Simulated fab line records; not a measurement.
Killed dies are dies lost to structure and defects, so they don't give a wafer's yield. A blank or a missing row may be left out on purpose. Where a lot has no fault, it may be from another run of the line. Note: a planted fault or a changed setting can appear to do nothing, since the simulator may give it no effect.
Lot-split experiment    flow gf180mcu    route with 602 steps; 5 lots, 23 wafers read

## SPLIT DETAILS
At GF_STI_CVD_03 (deposits Si3N4 from DCS/NH3, target thk 207.16 nm, time 3551 s), the setting pressure mtorr was moved away from the recipe's 250 mTorr on 10 of the 23 wafers read, by -7.6% to +14.5%. All remaining wafers had this setting at the recipe value.

The split's own step is where the reading is taken.

## THE READING
Si3N4_of_STI_CVD_03.thk nm (the simulator's own value, which no gauge read), in nm, at GF_STI_CVD_03 (deposits Si3N4 from DCS/NH3, target thk 207.16 nm, time 3551 s). No usual value for it is given in the file. Here, 13 wafers ran the recipe; their average is 207.6 nm with a standard deviation of 1.4 nm.

wafer   tool, chamber at the split  pressure mtorr as run, mTorr  against the recipe  Si3N4_of_STI_CVD_03.thk nm, nm  against lot-mates on the recipe
L075.1  -, -                        250                           recipe              204.8                           -
L075.2  -, -                        250                           recipe              205.8                           -
L075.3  -, -                        250                           recipe              206.3                           -
L075.4  -, -                        250                           recipe              206.7                           -
L075.5  -, -                        250                           recipe              206.7                           -
L076.2  -, -                        230.9                         -7.6%               200.8                           no lot-mate on the recipe
L076.3  -, -                        230.9                         -7.6%               199.9                           no lot-mate on the recipe
L076.5  -, -                        230.9                         -7.6%               199.9                           no lot-mate on the recipe
L076.4  -, -                        230.9                         -7.6%               200.2                           no lot-mate on the recipe
L076.6  -, -                        230.9                         -7.6%               202.2                           no lot-mate on the recipe
L082.1  -, -                        286.3                         +14.5%              213.4                           no lot-mate on the recipe
L082.2  -, -                        286.3                         +14.5%              214.2                           no lot-mate on the recipe
L082.4  -, -                        286.3                         +14.5%              214.1                           no lot-mate on the recipe
L082.5  -, -                        286.3                         +14.5%              216.4                           no lot-mate on the recipe
L082.6  -, -                        286.3                         +14.5%              213                             no lot-mate on the recipe
L083.1  -, -                        250                           recipe              208.9                           -
L083.2  -, -                        250                           recipe              207.3                           -
L083.3  -, -                        250                           recipe              208.5                           -
L083.4  -, -                        250                           recipe              207.4                           -
L083.6  -, -                        250                           recipe              209.6                           -
L084.2  lpcvd-01, 1                 250                           recipe              208.8                           -
L084.3  lpcvd-01, 1                 250                           recipe              209.1                           -
L084.5  lpcvd-01, 1                 250                           recipe              208.9                           -

THE FIT
A straight line over all 23 wafers: Si3N4_of_STI_CVD_03.thk nm changes by +0.58 nm for each +1% of pressure mtorr; r = +0.93; the points scatter about the line by 1.8 nm.
Too few moved wafers have a lot-mate on the recipe to fit a line with each lot's own level taken away.

## FILE'S OWN FIT
Si3N4_of_STI_CVD_03.thk nm changes by +0.579 nm for each +1% of pressure mtorr, r = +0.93.
